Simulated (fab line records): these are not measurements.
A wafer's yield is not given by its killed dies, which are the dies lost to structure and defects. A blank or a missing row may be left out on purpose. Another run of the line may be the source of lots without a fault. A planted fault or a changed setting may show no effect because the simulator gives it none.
A lot that was struck, set against a sound lot | flow sky130 | 17 out of 708 route steps
Sound: these wafers, L196.1, L196.3, L196.5. Struck: wafer L200.2 (left out: L200.3, L200.4 of the same lot, which were not struck); the cause appears at the end.
For every step that has rows: the tool of each side, followed by ch and its chambers, followed by its first start. Under that, the readings that differ: sound wafers | struck wafers | difference of the means | sigmas: that difference in standard deviations of wafers without a fault.
alike: readings whose means differ by less than 2 such deviations, and words and numbers that are the same on both sides. not compared: withheld readings, readings that some wafer has no value for, bounds like >300 that may hide the same value, and numbers for which the record gives no deviation and whose values overlap.
A row with sigmas, a row that says differs or no value, or rows on one side alone: a step with any of these is where the two part. Non-overlapping numbers with no deviation appear without sigmas and do not part them. Lack of a reading on every wafer of one side parts them only where that side has two or more wafers.

first, 1 step without rows for these wafers: SKY_NWELL_IMPLANT_24.
SKY_NWELL_STRIP_25: strips in O2/N2.
  sound on plasma asher-02 ch 0,1, day 6 22:36; struck on plasma asher-02 ch 1, day 7 23:39
  alike: drypump motor current A, oes product au, strip time to endpoint s
  not compared: rf hours counter h
SKY_NWELL_TW_MEAS_26:
  struck on film metro-03, day 7 23:46; sound on film metro-04, day 6 22:42
  reading    | sound       | struck | difference | sigmas
  NWELL_2_TW | 494 496 494 | 502    | +7         | +2
then, 1 step without rows for these wafers: SKY_NWELL_CLEAN_27 (cleans in SC1/SC2, time 150 s).
SKY_NWELL_RTA_28: time 30 s.
  sound on rtp anneal-01 ch 0, day 6 22:49; struck on rtp anneal-02 ch 0, day 7 23:52
  alike: lamp power pct, wafer_temp_C_max
SKY_NWELL_RS_MEAS_29: a four-point-probe measurement.
  struck on film metro-01, day 7 23:59; sound on film metro-01, day 6 22:55
  alike: NWELL_RS
SKY_NWELL_RS_MEAS_31: a four-point-probe measurement.
  struck on film metro-01, day 8 00:13; sound on film metro-01, day 6 23:09
  alike: PWDE_RS
then, 4 steps without rows for these wafers: SKY_VT_ADJUST_HVTP_DEHYDRATE_00 (time 60 s); SKY_VT_ADJUST_HVTP_HMDS_01 (prime time 60 s); SKY_VT_ADJUST_HVTP_COAT_02 (resist thk 1140 nm); SKY_VT_ADJUST_HVTP_SOFTBAKE_03 (time 60 s).
SKY_VT_ADJUST_HVTP_EXPOSE_04: exposes mask HVTPM, target cd 380 nm.
  sound on iline stepper-01 ch 0, day 7 08:39; struck on iline stepper-02 ch 0, day 8 09:35
  reading            | sound             | struck | difference | sigmas
  reticle temp C (C) | 22.98 22.83 22.95 | 23.16  | +0.24      | +2
  alike: mask, stage vel mm s
then, 2 steps without rows for these wafers: SKY_VT_ADJUST_HVTP_PEB_05; SKY_VT_ADJUST_HVTP_DEVELOP_06 (develop time 60 s).
SKY_VT_ADJUST_HVTP_CD_MEAS_07: the cd target is 380 nm.
  struck on cd sem-02, day 8 19:29; sound on cd sem-02, day 7 17:22
  reading    | sound             | struck | difference | sigmas
  cd nm (nm) | 378.6 377.4 379.8 | 354.8  | -23.8      | -10
SKY_VT_ADJUST_HVTP_OVL_MEAS_08:
  struck on overlay-01, day 8 19:36; sound on overlay-01, day 7 17:29
  alike: VT_ADJUST_HVTP_OVL
-- here the record skips 40 days between the struck wafers' starts before and after, leaving off in module VT_ADJUST_HVTP and picking up in module PAD_OPEN (first step shown: number 708 of the route) --
SKY_PAD_OPEN_PROBE_99:
  struck on prober-01, day 49 07:17; sound on prober-01, day 47 16:38
  reading         | sound    | struck | difference | sigmas
  killed_at_M4_up | 0 3 5    | 8      | +5         | +3
  killed dies     | 85 72 83 | 103    | +23        | +3
  killed open     | 45 34 44 | 63     | +22        | +3
  alike: killed_at_M0_to_M3, killed at contacts, killed at front end, killed at other, killed short

== WHERE THEY PART ==
First at SKY_NWELL_TW_MEAS_26; last, within this record, at SKY_PAD_OPEN_PROBE_99.

WHY: what the simulator had put in
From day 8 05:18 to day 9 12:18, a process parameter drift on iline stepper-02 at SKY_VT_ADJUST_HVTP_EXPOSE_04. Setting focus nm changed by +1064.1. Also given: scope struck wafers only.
